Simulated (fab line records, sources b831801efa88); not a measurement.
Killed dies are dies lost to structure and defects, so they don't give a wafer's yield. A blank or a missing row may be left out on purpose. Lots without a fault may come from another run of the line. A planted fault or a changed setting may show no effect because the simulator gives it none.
fab line records | flow sky130 | part 1 of 2: steps 1 to 33 of 44
record lots=5 wafers=15 last_day=50
route steps=708 shown VT_ADJUST_PCH@150 SONOS_TUNNEL@154 SONOS_ONO@168 GATE_OXIDE@187
lots that met no fault: from a run of the same line without faults
start_h: hours from the record's first day to the start of the lot's first wafer shown | wait_h: hours since the lot's step before | " the same as in the row above | L1.1+2: a row that stands for several wafers | - no value, or no start given | * or withheld: withheld | < > ~ a bound
route shown NAME@n: a module of which the file shows steps, and the number in the route of the first | usual: mean/standard deviation of fault-free wafers | same: alike in all rows | chamber/n: place in a boat | sites: the reading at each site | _std_site: their standard deviation | _edge_site: outer sites' mean less inner sites' | radius_mm: how far each site lies from the wafer's centre | mask NAME#n: copy n | behind: the tool/chamber that last shaped the wafer | hold: why the lot was held/for how many hours/how that ended | device: the transistor (n, p or np) that didn't switch | end of line: the same wafers' tests at the end of the route | a step without rows: its recipe alone | killed: dies lost to structure and defects at the first sort, not the wafer's yield | map: a wafer's dies, x killed, . not, _ none there
set.NAME: the setting as run; set.NAME@STEP: as run at that earlier step | model.NAME: the simulator's own value behind a step, which no gauge read
lots at some steps of the route; a table a step, a row a wafer
services: from which hour (start_h, from the record's first day; less than 0 if before it) a tool's chamber was out of use, for how many hours, and why
## steps
# step SKY_VT_ADJUST_PCH_OVL_MEAS_07
# usual VT_ADJUST_PCH_OVL=-0.9/1.4
# columns lot.wafer tool chamber start_h wait_h VT_ADJUST_PCH_OVL[nm]
L074.2 overlay-01 - 218.83 - -2.2
L074.3 " - " " 0.1
L074.5 " - " " -1.4
L080.1 overlay-01 - 277.07 - -1.7
L080.2 " - " " 1.0
L080.6 " - " " -0.3
L081.2 overlay-02 - 281.18 - 1.0
L081.4 " - " " 2.0
L081.6 " - " " 3.4
L084.3 overlay-02 - 315.84 - -1.2
L084.5 " - " " 0.3
L084.6 " - " " -1.1
L097.2 overlay-01 - 408.88 - -0.3
L097.3 " - " " -1.8
L097.5 " - " " -1.9
# step SKY_VT_ADJUST_PCH_IMPLANT_08
# recipe species=B energy_kev=10 dose_cm2=5e+11 tilt_deg=withheld
# columns lot.wafer tool chamber start_h wait_h
L074.2+3+5 implanter-04 0 218.88 0.0
L080.1+2+6 implanter-04 0 277.11 0.0
L081.2+4+6 implanter-03 0 281.24 0.0
L084.3+5+6 implanter-03 0 315.91 0.1
L097.2+3+5 implanter-03 0 408.93 0.0
# step SKY_VT_ADJUST_PCH_STRIP_09
# recipe chemistry=O2/N2 power_w=1400 pressure_mtorr=1500 platen_temp_c=withheld o2_flow_sccm=3000 n2_flow_sccm=300 overash_fraction=0.5
# usual drypump_motor_current_A=5.9/0.55 o2_flow_sccm=2999/8.6 oes_product_au=0.722/0.0049 strip_time_to_endpoint_s=36.98/0.12
# columns lot.wafer tool chamber start_h wait_h drypump_motor_current_A o2_flow_sccm oes_product_au rf_hours_counter_h strip_time_to_endpoint_s
L074.2 plasma_asher-03 0 219.01 0.1 5.8 3011 0.724 52 37.04
L074.3 " 1 " " 5.3 2996 0.716 - 37.04
L074.5 " 0 " " 5.8 2997 0.733 - 36.94
L080.1 plasma_asher-03 0 277.26 0.1 5.8 3004 0.718 57 37.03
L080.2 " 1 " " 5.3 3002 0.721 57 37.02
L080.6 " 1 " " 5.3 3008 0.722 - 37.05
L081.2 plasma_asher-02 0 281.36 0.1 6.3 2991 0.716 14 36.84
L081.4 " 1 " " 5.9 3000 0.721 - 36.90
L081.6 " 0 " " 6.3 2991 0.732 - 36.85
L084.3 plasma_asher-04 0 316.04 0.1 6.8 3014 0.728 - 37.02
L084.5 " 1 " " 5.3 3009 0.721 - 36.98
L084.6 " 0 " " 6.8 3003 0.725 - 36.98
L097.2 plasma_asher-02 0 409.06 0.1 6.3 2995 0.723 27 37.05
L097.3 " 1 " " 5.8 3000 0.724 - 37.01
L097.5 " 1 " " 5.9 3007 0.730 - 37.10
# step SKY_VT_ADJUST_PCH_TW_MEAS_10
# usual VT_ADJUST_PCH_TW=140.9/0.76
# columns lot.wafer tool chamber start_h wait_h VT_ADJUST_PCH_TW
L074.2 film_metro-01 - 219.12 0.1 141.2
L074.3 " - " " 140.1
L074.5 " - " " 140.0
L080.1 film_metro-03 - 277.36 0.1 142.1
L080.2 " - " " 141.8
L080.6 " - " " 141.9
L081.2 film_metro-03 - 281.47 0.1 142.7
L081.4 " - " " 142.7
L081.6 " - " " 142.2
L084.3 film_metro-01 - 316.13 0.1 141.1
L084.5 " - " " 140.5
L084.6 " - " " 140.6
L097.2 film_metro-01 - 409.17 0.1 139.8
L097.3 " - " " 139.6
L097.5 " - " " 139.9
# step SKY_SONOS_TUNNEL_DEHYDRATE_00
# recipe temp_c=200 time_s=60
# same time_s=60
# columns lot.wafer tool chamber start_h wait_h
L074.2+3+5 litho_track-04 0 230.51 11.4
L080.1+2+6 litho_track-01 0 288.42 11.1
L081.2+4+6 litho_track-03 0 293.05 11.6
L084.3+5+6 litho_track-04 0 329.09 12.9
L097.2+3+5 litho_track-03 0 423.24 14.1
# step SKY_SONOS_TUNNEL_HMDS_01
# recipe prime_time_s=60 prime_temp_c=120
# columns lot.wafer tool chamber start_h wait_h
L074.2+3+5 litho_track-04 0 230.66 0.1
L080.1+2+6 litho_track-01 0 288.57 0.1
L081.2+4+6 litho_track-03 0 293.20 0.1
L084.3+5+6 litho_track-04 0 329.24 0.1
L097.2+3+5 litho_track-03 0 423.39 0.1
# step SKY_SONOS_TUNNEL_COAT_02
# recipe resist=NOVOLAK spin_rpm=3000 resist_thk_nm=1140
# usual spin_speed_rpm=3000.3/1.7
# columns lot.wafer tool chamber start_h wait_h spin_speed_rpm
L074.2 litho_track-04 0 230.81 0.1 3001.8
L074.3 " 0 " " 3003.2
L074.5 " 0 " " 3002.0
L080.1 litho_track-01 0 288.72 0.1 3000.3
L080.2 " 0 " " 3001.4
L080.6 " 0 " " 3000.8
L081.2 litho_track-03 0 293.35 0.1 2999.5
L081.4 " 0 " " 3000.6
L081.6 " 0 " " 3002.3
L084.3 litho_track-04 0 329.39 0.1 2999.7
L084.5 " 0 " " 2999.9
L084.6 " 0 " " 3000.6
L097.2 litho_track-03 0 423.54 0.1 2999.0
L097.3 " 0 " " 3002.8
L097.5 " 0 " " 3000.6
# step SKY_SONOS_TUNNEL_SOFTBAKE_03
# recipe temp_c=90 time_s=60 resist=NOVOLAK
# same time_s=60
# columns lot.wafer tool chamber start_h wait_h
L074.2+3+5 litho_track-04 0 230.96 0.1
L080.1+2+6 litho_track-01 0 288.87 0.1
L081.2+4+6 litho_track-03 0 293.50 0.1
L084.3+5+6 litho_track-04 0 329.54 0.1
L097.2+3+5 litho_track-03 0 423.69 0.1
# step SKY_SONOS_TUNNEL_EXPOSE_04
# recipe mask_id=TUNM na=0.6 source_shape=conventional sigma_outer=0.6 polarization=unpolarized target_cd_nm=410 dose_mj=136
# columns lot.wafer tool chamber start_h wait_h mask
L074.2+3+5 iline_stepper-02 0 - - TUNM#0
L080.1+2+6 iline_stepper-01 0 - - TUNM#0
L081.2+4+6 iline_stepper-01 0 - - TUNM#0
L084.3+5+6 iline_stepper-01 0 - - TUNM#0
L097.2+3+5 iline_stepper-01 0 - - TUNM#0
# step SKY_SONOS_TUNNEL_PEB_05
# recipe temp_c=withheld time_s=* resist=NOVOLAK
# same time_s=*
# columns lot.wafer tool chamber start_h wait_h
L074.2+3+5 litho_track-03 0 - -
L080.1+2+6 litho_track-04 0 - -
L081.2+4+6 litho_track-04 0 - -
L084.3+5+6 litho_track-01 0 - -
L097.2+3+5 litho_track-01 0 - -
# step SKY_SONOS_TUNNEL_DEVELOP_06
# recipe resist=NOVOLAK developer=TMAH develop_time_s=60 dev_temp_c=23
# same develop_time_s=60
# columns lot.wafer tool chamber start_h wait_h
L074.2+3+5 litho_track-03 0 241.50 0.1
L080.1+2+6 litho_track-04 0 301.79 0.1
L081.2+4+6 litho_track-04 0 307.01 0.1
L084.3+5+6 litho_track-01 0 343.42 0.1
L097.2+3+5 litho_track-01 0 439.00 0.1
# step SKY_SONOS_TUNNEL_CD_MEAS_07
# recipe target_cd_nm=410
# usual cd_nm=409.7/1.8
# columns lot.wafer tool chamber start_h wait_h cd_nm
L074.2 cd_sem-01 - 241.64 0.1 410.6
L074.3 " - " " 410.9
L074.5 " - " " 410.9
L080.1 cd_sem-02 - 301.94 0.1 410.2
L080.2 " - " " 410.1
L080.6 " - " " 410.0
L081.2 cd_sem-01 - 307.16 0.1 410.9
L081.4 " - " " 408.7
L081.6 " - " " 408.4
L084.3 cd_sem-01 - 343.56 0.1 411.8
L084.5 " - " " 412.5
L084.6 " - " " 411.4
L097.2 cd_sem-02 - 439.14 0.1 409.2
L097.3 " - " " 406.5
L097.5 " - " " 408.7
# step SKY_SONOS_TUNNEL_OVL_MEAS_08
# usual SONOS_TUNNEL_OVL=-0.4/1.3
# columns lot.wafer tool chamber start_h wait_h SONOS_TUNNEL_OVL[nm]
L074.2 overlay-01 - 241.75 0.1 0.4
L074.3 " - " " -0.5
L074.5 " - " " 0.7
L080.1 overlay-02 - 302.06 0.1 1.8
L080.2 " - " " 1.9
L080.6 " - " " 2.5
L081.2 overlay-02 - 307.26 0.1 -0.7
L081.4 " - " " 0.6
L081.6 " - " " -1.8
L084.3 overlay-02 - 343.66 0.1 -1.4
L084.5 " - " " -1.6
L084.6 " - " " -3.0
L097.2 overlay-02 - 439.25 0.1 -2.5
L097.3 " - " " -0.7
L097.5 " - " " -1.2
# step SKY_SONOS_TUNNEL_IMPLANT_09
# recipe species=B energy_kev=20 dose_cm2=1e+12 tilt_deg=withheld
# columns lot.wafer tool chamber start_h wait_h
L074.2+3+5 implanter-02 0 241.80 0.0
L080.1+2+6 implanter-02 0 302.09 0.0
L081.2+4+6 implanter-03 0 307.32 0.0
L084.3+5+6 implanter-02 0 343.73 0.1
L097.2+3+5 implanter-04 0 439.30 0.0
# step SKY_SONOS_TUNNEL_WET_ETCH_10
# recipe chemistry=dHF target_depth_nm=14 target=SiO2 dilution=100:1 temp_c=25 time_s=280
# same time_s=280
# columns lot.wafer tool chamber start_h wait_h
L074.2+3+5 wet_bench-02 3 241.93 0.1
L080.1+2+6 wet_bench-01 1 302.24 0.1
L081.2+4+6 wet_bench-01 2 307.44 0.1
L084.3+5+6 wet_bench-02 3 343.83 0.1
L097.2+3+5 wet_bench-04 2 439.43 0.1
# step SKY_SONOS_TUNNEL_STRIP_11
# recipe chemistry=SPM time_s=600 temp_c=130
# same time_s=600
# columns lot.wafer tool chamber start_h wait_h
L074.2+3+5 wet_bench-01 2 242.02 0.0
L080.1+2+6 wet_bench-02 1 302.34 0.0
L081.2+4+6 wet_bench-04 3 307.54 0.0
L084.3+5+6 wet_bench-04 0 343.92 0.0
L097.2+3+5 wet_bench-01 3 439.52 0.0
# step SKY_SONOS_TUNNEL_TW_MEAS_12
# usual SONOS_TUNNEL_TW=195.6/1.8
# columns lot.wafer tool chamber start_h wait_h SONOS_TUNNEL_TW
L074.2 film_metro-03 - 242.21 0.0 195.0
L074.3 " - " " 195.8
L074.5 " - " " 195.7
L080.1 film_metro-04 - 302.53 0.0 194.3
L080.2 " - " " 193.9
L080.6 " - " " 194.5
L081.2 film_metro-02 - 307.72 0.0 197.7
L081.4 " - " " 197.8
L081.6 " - " " 198.0
L084.3 film_metro-04 - 344.13 0.0 194.8
L084.5 " - " " 194.3
L084.6 " - " " 193.6
L097.2 film_metro-02 - 439.88 0.0 197.0
L097.3 " - " " 197.6
L097.5 " - " " 197.6
# step SKY_SONOS_TUNNEL_CLEAN_13
# recipe chemistry=dHF time_s=20 dilution=100:1 dry=ipa_marangoni
# same time_s=20
# columns lot.wafer tool chamber start_h wait_h
L074.2+3+5 wet_bench-04 2 242.26 0.0
L080.1+2+6 wet_bench-01 3 302.59 0.1
L081.2+4+6 wet_bench-01 3 307.77 0.0
L084.3+5+6 wet_bench-02 2 344.17 0.0
L097.2+3+5 wet_bench-04 1 439.93 0.0
# step SKY_SONOS_ONO_OXIDATION_00
# recipe temp_c=800 ambient=O2 idle_temp_c=700 ramp_up_c_per_min=10 ramp_down_c_per_min=3 stabilise_s=600 purge_s=300 target_thk_a=26 ox_time_s=1249
# usual spike_tc_centre_C=798.8/1.1
# columns lot.wafer tool chamber start_h wait_h spike_tc_centre_C
L074.2 furnace-01 0 243.90 1.6 798.1
L074.3 " 0 " " 797.5
L074.5 " 0 " " 798.9
L080.1 furnace-01 0 303.79 1.2 798.2
L080.2 " 0 " " 799.5
L080.6 " 0 " " 799.7
L081.2 furnace-01 0 307.79 0.0 798.2
L081.4 " 0 " " 797.3
L081.6 " 0 " " 797.6
L084.3 furnace-01 0 344.18 0.0 799.2
L084.5 " 0 " " 799.2
L084.6 " 0 " " 799.6
L097.2 furnace-02 0 440.70 0.7 800.9
L097.3 " 0 " " 801.1
L097.5 " 0 " " 799.7
# step SKY_SONOS_ONO_THK_MEAS_01
# recipe reads=SiO2_of_SONOS_ONO_OXIDATION_00
# usual SONOS_ONO_OXIDATION_THK=2.59/0.056
# columns lot.wafer tool chamber start_h wait_h SONOS_ONO_OXIDATION_THK[nm]
L074.2 film_metro-01 - 245.26 0.0 2.56
L074.3 " - " " 2.61
L074.5 " - " " 2.61
L080.1 film_metro-01 - 305.14 0.0 2.64
L080.2 " - " " 2.66
L080.6 " - " " 2.60
L081.2 film_metro-03 - 309.14 0.0 2.55
L081.4 " - " " 2.48
L081.6 " - " " 2.54
L084.3 film_metro-03 - 345.55 0.0 2.60
L084.5 " - " " 2.62
L084.6 " - " " 2.55
L097.2 film_metro-03 - 442.06 0.0 2.70
L097.3 " - " " 2.58
L097.5 " - " " 2.61
# step SKY_SONOS_ONO_CVD_02
# recipe material=Si3N4 precursor=DCS/NH3 target_thk_nm=10.5 temp_c=770 time_s=180 pressure_mtorr=250
# usual spike_tc_centre_C=770.5/1.1
# same time_s=180
# columns lot.wafer tool chamber start_h wait_h spike_tc_centre_C
L074.2 lpcvd-02 1 245.31 0.0 768.8
L074.3 " 1 " " 771.1
L074.5 " 1 " " 770.9
L080.1 lpcvd-02 1 306.16 1.0 767.8
L080.2 " 1 " " 770.2
L080.6 " 1 " " 769.7
L081.2 lpcvd-02 1 309.19 0.0 771.0
L081.4 " 1 " " 770.3
L081.6 " 1 " " 770.8
L084.3 lpcvd-02 1 345.59 0.0 770.2
L084.5 " 1 " " 771.5
L084.6 " 1 " " 770.4
L097.2 lpcvd-02 1 442.11 0.0 771.7
L097.3 " 1 " " 770.3
L097.5 " 1 " " 771.3
# step SKY_SONOS_ONO_THK_MEAS_03
# recipe reads=Si3N4_of_SONOS_ONO_CVD_02
# usual SONOS_ONO_CVD_02_THK=10.41/0.14
# columns lot.wafer tool chamber start_h wait_h SONOS_ONO_CVD_02_THK[nm]
L074.2 film_metro-01 - 246.37 0.0 10.42
L074.3 " - " " 10.37
L074.5 " - " " 10.61
L080.1 film_metro-02 - 307.21 0.0 10.40
L080.2 " - " " 10.34
L080.6 " - " " 10.37
L081.2 film_metro-03 - 310.25 0.0 10.18
L081.4 " - " " 10.23
L081.6 " - " " 10.15
L084.3 film_metro-02 - 346.66 0.0 10.47
L084.5 " - " " 10.48
L084.6 " - " " 10.46
L097.2 film_metro-01 - 443.17 0.0 10.55
L097.3 " - " " 10.63
L097.5 " - " " 10.62
# step SKY_SONOS_ONO_CVD_04
# recipe material=SiO2 precursor=SiH4/N2O target_thk_nm=5.7199 temp_c=900 pressure_mtorr=400
# usual spike_tc_centre_C=900.9/1
# same time_s=900
# columns lot.wafer tool chamber start_h wait_h spike_tc_centre_C
L074.2 lpcvd-03 1 246.42 0.0 900.1
L074.3 " 1 " " 900.4
L074.5 " 1 " " 899.3
L080.1 lpcvd-03 0 307.27 0.1 902.6
L080.2 " 0 " " 901.3
L080.6 " 0 " " 900.1
L081.2 lpcvd-03 1 310.30 0.0 899.9
L081.4 " 1 " " 900.9
L081.6 " 1 " " 901.1
L084.3 lpcvd-03 0 346.70 0.0 898.4
L084.5 " 0 " " 903.0
L084.6 " 0 " " 900.7
L097.2 lpcvd-03 1 443.22 0.0 900.2
L097.3 " 1 " " 900.7
L097.5 " 1 " " 900.7
# step SKY_SONOS_ONO_THK_MEAS_05
# recipe reads=SiO2_of_SONOS_ONO_CVD_04
# usual SONOS_ONO_CVD_04_THK=5.75/0.13
# columns lot.wafer tool chamber start_h wait_h SONOS_ONO_CVD_04_THK[nm]
L074.2 film_metro-03 - 247.68 0.0 5.65
L074.3 " - " " 5.64
L074.5 " - " " 5.61
L080.1 film_metro-02 - 308.52 0.0 5.81
L080.2 " - " " 5.79
L080.6 " - " " 5.69
L081.2 film_metro-03 - 312.19 0.0 5.69
L081.4 " - " " 5.71
L081.6 " - " " 5.68
L084.3 film_metro-02 - 347.97 0.0 5.99
L084.5 " - " " 5.84
L084.6 " - " " 5.93
L097.2 film_metro-02 - 444.48 0.0 5.59
L097.3 " - " " 5.53
L097.5 " - " " 5.61
# step SKY_SONOS_ONO_DEHYDRATE_06
# recipe temp_c=200 time_s=60
# same time_s=60
# columns lot.wafer tool chamber start_h wait_h
L074.2+3+5 litho_track-02 0 259.31 11.6
L080.1+2+6 litho_track-04 0 320.79 12.3
L081.2+4+6 litho_track-01 0 325.20 13.0
L084.3+5+6 litho_track-01 0 361.52 13.5
L097.2+3+5 litho_track-04 0 459.61 15.1
# step SKY_SONOS_ONO_HMDS_07
# recipe prime_time_s=60 prime_temp_c=120
# columns lot.wafer tool chamber start_h wait_h
L074.2+3+5 litho_track-02 0 259.46 0.1
L080.1+2+6 litho_track-04 0 320.94 0.1
L081.2+4+6 litho_track-01 0 325.35 0.1
L084.3+5+6 litho_track-01 0 361.67 0.1
L097.2+3+5 litho_track-04 0 459.76 0.1
# step SKY_SONOS_ONO_COAT_08
# recipe resist=NOVOLAK spin_rpm=3000 resist_thk_nm=1140
# usual spin_speed_rpm=3000.2/2
# columns lot.wafer tool chamber start_h wait_h spin_speed_rpm
L074.2 litho_track-02 0 259.61 0.1 2999.3
L074.3 " 0 " " 2995.3
L074.5 " 0 " " 2999.8
L080.1 litho_track-04 0 321.09 0.1 2997.7
L080.2 " 0 " " 2997.4
L080.6 " 0 " " 2998.8
L081.2 litho_track-01 0 325.50 0.1 2998.7
L081.4 " 0 " " 3000.4
L081.6 " 0 " " 3002.7
L084.3 litho_track-01 0 361.82 0.1 3000.7
L084.5 " 0 " " 3000.2
L084.6 " 0 " " 3000.3
L097.2 litho_track-04 0 459.91 0.1 2998.7
L097.3 " 0 " " 2999.8
L097.5 " 0 " " 3001.0
# step SKY_SONOS_ONO_SOFTBAKE_09
# recipe temp_c=90 time_s=60 resist=NOVOLAK
# same time_s=60
# columns lot.wafer tool chamber start_h wait_h
L074.2+3+5 litho_track-02 0 259.76 0.1
L080.1+2+6 litho_track-04 0 321.24 0.1
L081.2+4+6 litho_track-01 0 325.65 0.1
L084.3+5+6 litho_track-01 0 361.97 0.1
L097.2+3+5 litho_track-04 0 460.06 0.1
# step SKY_SONOS_ONO_EXPOSE_10
# recipe mask_id=ONOM target_cd_nm=410 na=0.6 source_shape=conventional sigma_outer=0.6 dose_mj=150
# columns lot.wafer tool chamber start_h wait_h mask
L074.2+3+5 iline_stepper-01 0 - - ONOM#0
L080.1+2+6 iline_stepper-01 0 - - ONOM#0
L081.2+4+6 iline_stepper-02 0 - - ONOM#0
L084.3+5+6 iline_stepper-02 0 - - ONOM#0
L097.2+3+5 iline_stepper-02 0 - - ONOM#0
# step SKY_SONOS_ONO_PEB_11
# recipe temp_c=withheld time_s=* resist=NOVOLAK
# same time_s=*
# columns lot.wafer tool chamber start_h wait_h
L074.2+3+5 litho_track-04 0 - -
L080.1+2+6 litho_track-04 0 - -
L081.2+4+6 litho_track-01 0 - -
L084.3+5+6 litho_track-01 0 - -
L097.2+3+5 litho_track-02 0 - -
# step SKY_SONOS_ONO_DEVELOP_12
# recipe develop_time_s=60 dev_temp_c=23
# same develop_time_s=60
# columns lot.wafer tool chamber start_h wait_h
L074.2+3+5 litho_track-04 0 271.86 0.1
L080.1+2+6 litho_track-04 0 334.74 0.1
L081.2+4+6 litho_track-01 0 339.65 0.1
L084.3+5+6 litho_track-01 0 376.02 0.1
L097.2+3+5 litho_track-02 0 474.90 0.1
# step SKY_SONOS_ONO_CD_MEAS_13
# recipe target_cd_nm=410
# usual cd_nm=410.7/2.3
# columns lot.wafer tool chamber start_h wait_h cd_nm
L074.2 cd_sem-02 - 272.01 0.1 410.8
L074.3 " - " " 408.7
L074.5 " - " " 408.9
L080.1 cd_sem-02 - 334.95 0.2 409.0
L080.2 " - " " 411.9
L080.6 " - " " 411.5
L081.2 cd_sem-01 - 339.79 0.1 411.4
L081.4 " - " " 410.6
L081.6 " - " " 411.1
L084.3 cd_sem-02 - 376.16 0.1 409.3
L084.5 " - " " 407.6
L084.6 " - " " 408.8
L097.2 cd_sem-01 - 475.05 0.1 412.2
L097.3 " - " " 410.6
L097.5 " - " " 411.1
# step SKY_SONOS_ONO_OVL_MEAS_14
# usual SONOS_ONO_OVL=0.0/1.4
# columns lot.wafer tool chamber start_h wait_h SONOS_ONO_OVL[nm]
L074.2 overlay-01 - 272.11 0.1 2.3
L074.3 " - " " 3.0
L074.5 " - " " 3.5
L080.1 overlay-01 - 335.07 0.1 1.5
L080.2 " - " " 0.4
L080.6 " - " " -0.5
L081.2 overlay-02 - 339.90 0.1 0.2
L081.4 " - " " 0.3
L081.6 " - " " 0.7
L084.3 overlay-01 - 376.26 0.1 3.0
L084.5 " - " " 2.5
L084.6 " - " " 0.4
L097.2 overlay-02 - 475.16 0.1 -1.0
L097.3 " - " " 1.8
L097.5 " - " " -1.1
